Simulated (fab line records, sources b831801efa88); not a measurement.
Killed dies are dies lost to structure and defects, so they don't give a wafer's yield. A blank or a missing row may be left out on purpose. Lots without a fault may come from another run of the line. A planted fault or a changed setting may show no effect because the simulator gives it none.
A struck lot beside a sound one | flow sfq_line | 42 steps out of a route of 325
Sound: wafers L681.2, L681.5, L681.6. Struck: wafer L688.1. (L688.3, L688.5 of the same lot were not struck and are left out.) The cause comes at the end.
At each step with rows: each side's tool, then ch and its chambers, then its first start. Under that, the readings that differ: sound wafers | struck wafers | difference of the means | sigmas: that difference in standard deviations of wafers without a fault.
alike: readings whose means differ by less than 2 such deviations, and words and numbers that are the same on both sides. not compared: withheld readings, readings that some wafer has no value for, bounds like >300 that may hide the same value, and numbers for which the record gives no deviation and whose values overlap.
The two part at a step that has a row with sigmas, a row that says differs or no value, or rows on one side only. Numbers that don't overlap but have no deviation are shown without sigmas and don't part them. A reading that every wafer of one side lacks parts them only if that side has two wafers or more.

first, 6 steps without rows for these wafers: SFQ_TRILAYER_I2_VIA_LITHO_COAT_072 (resist thk 62 nm); SFQ_TRILAYER_I2_VIA_LITHO_COAT_067 (resist thk 650 nm); SFQ_TRILAYER_I2_VIA_LITHO_SOFTBAKE_071; SFQ_TRILAYER_I2_VIA_LITHO_EXPOSE_068 (exposes mask I2, target cd 500 nm); SFQ_TRILAYER_I2_VIA_LITHO_PEB_070 (peb time 60 s); SFQ_TRILAYER_I2_VIA_LITHO_DEVELOP_069 (time 60 s).
SFQ_I2_OVL_MEAS_918:
  sound on overlay-02, day 38 23:23; struck on overlay-01, day 39 15:35
  alike: I2_OVL
then, 5 steps without rows for these wafers: SFQ_TRILAYER_I2_VIA_BARC_OPEN_VIA_ETCH_096 (etches BARC in O2, target depth 125 nm, time 41.7 s); SFQ_TRILAYER_I2_VIA_ETCH_VIA_ETCH_070 (etches SiO2 in CHF3, stops on Nb, target depth 260 nm); SFQ_TRILAYER_I2_VIA_STRIP_STRIP_071 (strips in O2); SFQ_TRILAYER_I2_VIA_STRIP_SOLV_CLEAN_072 (cleans in NMP, time 600 s); SFQ_TRILAYER_M3_DEP_PRE_CLEAN_074 (time 22.5 s).
SFQ_TRILAYER_M3_DEP_SPUTTER_073: material Nb, target thk 200 nm, time 133.3 s.
  sound on pvd_sputter-03, day 39 00:23; struck on pvd_sputter-05, day 39 16:34
  reading                                             | sound           | struck | difference | sigmas
  model.Nb_of_TRILAYER_M3_DEP_SPUTTER_073.thk_nm (nm) | 200.3 198 198.3 | 142.3  | -56.6      |
  alike: base_pressure_pa, substrate_temp_c, throttle_valve_pct
SFQ_M3_RS_MEAS_919: measures by four-point-probe.
  sound on film_metro-02, day 39 00:29; struck on film_metro-02, day 39 16:40
  reading           | sound             | struck | difference | sigmas
  M3_NB_RS (ohm/sq) | 0.888 0.900 0.898 | 1.257  | +0.362     | +39
then, 6 steps without rows for these wafers: SFQ_TRILAYER_M3_LITHO_COAT_080 (resist thk 62 nm); SFQ_TRILAYER_M3_LITHO_COAT_075 (resist thk 600 nm); SFQ_TRILAYER_M3_LITHO_SOFTBAKE_079; SFQ_TRILAYER_M3_LITHO_EXPOSE_076 (exposes mask M3, target cd 500 nm); SFQ_TRILAYER_M3_LITHO_PEB_078 (peb time 60 s); SFQ_TRILAYER_M3_LITHO_DEVELOP_077 (time 60 s).
-- the record jumps here: 4 days lie between the struck wafers' starts before and after --
SFQ_M3_OVL_MEAS_921:
  sound on overlay-02, day 43 10:23; struck on overlay-02, day 43 21:11
  alike: M3_OVL
SFQ_TRILAYER_M3_BARC_OPEN_METAL_ETCH_100: etches BARC in O2, target depth 125 nm, time 41.7 s.
  sound on rie_metal-03 ch 0,1, day 43 10:25; struck on rie_metal-03 ch 0, day 43 21:13
  alike: drypump_motor_current_A, oes_product_au, rf_fwd_power_W
  not compared: rf_hours_counter_h
SFQ_TRILAYER_M3_ETCH_METAL_ETCH_078: etches Nb in Cl2/Ar, stops on SiO2, target depth 240 nm, time 120 s.
  sound on rie_metal-03 ch 0,1, day 43 10:29; struck on rie_metal-03 ch 0, day 43 21:17
  reading               | sound             | struck | difference | sigmas
  oes_product_au (a.u.) | 0.900 0.890 0.889 | 0.736  | -0.157     | -23
  alike: drypump_motor_current_A, rf_fwd_power_W
  not compared: rf_hours_counter_h
SFQ_TRILAYER_M3_STRIP_STRIP_079: strips in O2.
  sound on rie_metal-03 ch 0,1, day 43 10:37; struck on rie_metal-03 ch 0, day 43 21:25
  reading               | sound             | struck | difference | sigmas
  oes_product_au (a.u.) | 0.999 1.007 1.001 | 1.023  | +0.021     | +3
  alike: drypump_motor_current_A, platen_temp_c
  not compared: rf_hours_counter_h
then, 3 steps without rows for these wafers: SFQ_TRILAYER_M3_STRIP_SOLV_CLEAN_080 (cleans in NMP, time 600 s); SFQ_TRILAYER_I3_DEP_PECVD_081 (deposits SiO2 from SiH4/N2O, time 111.11 s, target thk 500 nm); SFQ_TRILAYER_I3_CMP_CMP_082 (polishes SiO2).
-- the record jumps here: 2 days lie between the struck wafers' starts before and after --
SFQ_I3_BOW_MEAS_922:
  sound on film_metro-02, day 45 22:05; struck on film_metro-04, day 46 07:08
  alike: I3_BOW
SFQ_TRILAYER_I3_METRO_MEASURE_083:
  sound on film_metro-02, day 45 22:23; struck on film_metro-04, day 46 07:15
  alike: thk_nm
then, 6 steps without rows for these wafers: SFQ_TRILAYER_I3_VIA_LITHO_COAT_090 (resist thk 62 nm); SFQ_TRILAYER_I3_VIA_LITHO_COAT_085 (resist thk 650 nm); SFQ_TRILAYER_I3_VIA_LITHO_SOFTBAKE_089; SFQ_TRILAYER_I3_VIA_LITHO_EXPOSE_086 (exposes mask I3, target cd 500 nm); SFQ_TRILAYER_I3_VIA_LITHO_PEB_088 (peb time 60 s); SFQ_TRILAYER_I3_VIA_LITHO_DEVELOP_087 (time 60 s).
-- the record jumps here: 5 days lie between the struck wafers' starts before and after --
SFQ_I3_OVL_MEAS_923:
  sound on overlay-02, day 50 22:42; struck on overlay-01, day 51 09:29
  reading     | sound | struck | difference | sigmas
  I3_OVL (nm) | 0 4 5 | -13    | -16        | -3
SFQ_TRILAYER_I3_VIA_BARC_OPEN_VIA_ETCH_121: etches BARC in O2, target depth 125 nm, time 41.7 s.
  sound on rie_diel-04 ch 2,3, day 50 22:44; struck on rie_diel-02 ch 0, day 51 09:32
  alike: drypump_motor_current_A, oes_product_au, rf_fwd_power_W
  not compared: rf_hours_counter_h
then, 1 step without rows for these wafers: SFQ_TRILAYER_I3_VIA_ETCH_VIA_ETCH_088 (etches SiO2 in CHF3, stops on Nb, target depth 260 nm).
SFQ_TRILAYER_I3_VIA_STRIP_STRIP_089: strips in O2.
  sound on rie_metal-02 ch 0,1, day 50 22:53; struck on rie_metal-02 ch 0, day 51 09:41
  alike: drypump_motor_current_A, oes_product_au, platen_temp_c
  not compared: rf_hours_counter_h
then, 2 steps without rows for these wafers: SFQ_TRILAYER_I3_VIA_STRIP_SOLV_CLEAN_090 (cleans in NMP, time 600 s); SFQ_TRILAYER_M4_DEP_PRE_CLEAN_092 (time 22.5 s).
-- the record jumps here: 43 days lie between the struck wafers' starts before and after --
SFQ_M8_BOW_MEAS_951:
  sound on film_metro-03, day 89 18:52; struck on film_metro-03, day 94 12:37
  reading                 | sound                | struck | difference | sigmas
  model.etest.m3.ohm_um   | 1.772 1.794 1.794    | 2.498  | +0.711     |
  model.etest.i2.link_ohm | 1.962 1.971 1.959    | 2.413  | +0.449     |
  model.etest.m3.ohm_sq   | 0.8894 0.8996 0.8982 | 1.252  | +0.356     |
  model.etest.i3.link_ohm | 1.958 1.958 1.963    | 2.325  | +0.365     |
  alike: M8_BOW

WHERE THEY PART
First at SFQ_M3_RS_MEAS_919; last, within this record, at SFQ_I3_OVL_MEAS_923. Later steps at which nothing parts them and some readings are alike: SFQ_TRILAYER_I3_VIA_BARC_OPEN_VIA_ETCH_121, SFQ_TRILAYER_I3_VIA_STRIP_STRIP_089, SFQ_M8_BOW_MEAS_951.

WHY: what the simulator had put in
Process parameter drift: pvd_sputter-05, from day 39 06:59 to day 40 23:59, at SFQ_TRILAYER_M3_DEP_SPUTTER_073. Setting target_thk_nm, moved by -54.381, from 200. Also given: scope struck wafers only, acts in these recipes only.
